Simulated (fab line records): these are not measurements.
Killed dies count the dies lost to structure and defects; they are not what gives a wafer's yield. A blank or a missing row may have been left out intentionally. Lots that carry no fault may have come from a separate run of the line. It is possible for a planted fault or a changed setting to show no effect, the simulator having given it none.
A struck lot beside a sound one + flow sky130 + 17 steps out of a route of 708
Sound: wafers L967.3, L967.4, L967.5. Wafers struck: L974.2, L974.5, L974.6. The cause is given at the end.
For every step that has rows: the tool of each side, followed by ch and its chambers, followed by its first start. Under that, the readings that differ: sound wafers + struck wafers + difference of the means + sigmas: that difference in standard deviations of wafers without a fault.
alike: readings whose means differ by less than 2 such deviations, and words and numbers that are the same on both sides. not compared: withheld readings, readings that some wafer has no value for, bounds like >300 that may hide the same value, and numbers for which the record gives no deviation and whose values overlap.
A row with sigmas, a row that says differs or no value, or rows on one side alone: a step with any of these is where the two part. When numbers do not overlap yet have no deviation, they are printed without sigmas and do not part them. A reading that every wafer of one side lacks parts them only if that side has two wafers or more.

first, 5 steps without rows for these wafers: SKY_SD_N_COAT_02 (resist thk 1140 nm); SKY_SD_N_SOFTBAKE_03 (time 60 s); SKY_SD_N_EXPOSE_04 (exposes mask NSDM, target cd 380 nm); SKY_SD_N_PEB_05; SKY_SD_N_DEVELOP_06 (develop time 60 s).
SKY_SD_N_CD_MEAS_07: the cd target is 380 nm.
  sound on cd sem-02, day 30 23:16; struck on cd sem-02, day 33 08:27
  alike: cd nm
SKY_SD_N_OVL_MEAS_08:
  sound on overlay-02, day 30 23:21; struck on overlay-02, day 33 08:34
| reading       | sound        | struck         | difference | sigmas |
|---------------|--------------|----------------|------------|--------|
| SD_N_OVL (nm) | 0.3 1.1 -0.5 | -4.9 -3.2 -4.7 | -4.6       | -3     |
then, 2 steps without rows for these wafers: SKY_SD_N_IMPLANT_09; SKY_SD_N_IMPLANT_10.
SKY_SD_N_STRIP_11: strips in O2/N2.
  sound on plasma asher-01 ch 0,1, day 30 23:43; struck on plasma asher-01 ch 0,1, day 33 08:53
  alike: drypump motor current A, oes product au, strip time to endpoint s
  not compared: rf hours counter h
SKY_SD_N_TW_MEAS_12:
  sound on film metro-04, day 30 23:47; struck on film metro-04, day 33 09:00
  alike: SD_N_TW
then, 1 step without rows for these wafers: SKY_SD_N_CLEAN_13 (cleans in SC1/SC2, time 150 s).
SKY_SD_N_RTA_14: time 2 s.
  sound on rtp anneal-02 ch 0, day 30 23:54; struck on rtp anneal-02 ch 0, day 33 09:07
| reading            | sound                | struck               | difference | sigmas |
|--------------------|----------------------|----------------------|------------|--------|
| lamp power pct (%) | 15.80 15.72 15.72    | 16.05 16.03 16.04    | +0.29      | +5     |
| wafer_temp_C_max   | 1079.7 1076.3 1076.4 | 1091.7 1094.1 1094.3 | +15.9      | +13    |
SKY_SD_N_RS_MEAS_16: a four-point-probe measurement.
  sound on film metro-01, day 31 00:06; struck on film metro-01, day 33 09:17
| reading          | sound             | struck            | difference | sigmas |
|------------------|-------------------|-------------------|------------|--------|
| SD_N_RS (ohm/sq) | 68.39 68.56 68.51 | 65.85 65.78 66.02 | -2.60      | -22    |
SKY_SD_N_RS_MEAS_17: a four-point-probe measurement.
  sound on film metro-01, day 31 00:13; struck on film metro-01, day 33 09:25
| reading          | sound             | struck            | difference | sigmas |
|------------------|-------------------|-------------------|------------|--------|
| SD_P_RS (ohm/sq) | 146.9 147.4 147.4 | 134.2 134.2 134.3 | -13.0      | -35    |
SKY_SD_N_RS_MEAS_18: a four-point-probe measurement.
  sound on film metro-01, day 31 00:20; struck on film metro-01, day 33 09:32
  alike: RES_XHIGH_RS
-- the record jumps here: 16 days lie between the struck wafers' starts before and after (it left off in module SD_N and takes up again in module PAD_OPEN, whose first step shown is number 708 of the route) --
SKY_PAD_OPEN_PROBE_99:
  sound on prober-02, day 48 00:52; struck on prober-01, day 49 15:26
| reading                              | sound             | struck            | difference | sigmas |
|--------------------------------------|-------------------|-------------------|------------|--------|
| model.etest.res xhigh po.line ohm um | 5549 5457 5371    | 5247 5042 5191    | -299       |        |
| model.etest.res xhigh po.rs ohm sq   | 1940 1929 1881    | 1819 1770 1835    | -109       |        |
| model.etest.pfet_01v8.r on ohm um    | 2838 2863 2822    | 2693 2728 2690    | -137       |        |
| model.etest.res pdiff.line ohm um    | 1360 1371 1349    | 1271 1244 1284    | -94        |        |
| model.etest.res high po.line ohm um  | 726.1 724.9 709.4 | 685.1 679.7 693.7 | -34.0      |        |
| model.etest.licon high po.rc ohm     | 351.8 349.7 325.2 | 291.1 289.3 299.1 | -49.1      |        |
| model.etest.res ndiff.line ohm um    | 785 784.6 759.5   | 752.2 758 757.2   | -20.6      |        |
| model.etest.res high po.rs ohm sq    | 253.3 252.8 252.7 | 239.7 236.9 239.2 | -14.3      |        |
  alike: killed_at_M0_to_M3, killed_at_M4_up, killed at contacts, killed at front end, killed at other, killed dies, killed open, killed short

== WHERE THEY PART ==
Earliest at SKY_SD_N_OVL_MEAS_08; latest, in this record, at SKY_SD_N_RS_MEAS_17. Later steps at which nothing parts them and some readings are alike: SKY_SD_N_RS_MEAS_18, SKY_PAD_OPEN_PROBE_99.

WHY: what the simulator had put in
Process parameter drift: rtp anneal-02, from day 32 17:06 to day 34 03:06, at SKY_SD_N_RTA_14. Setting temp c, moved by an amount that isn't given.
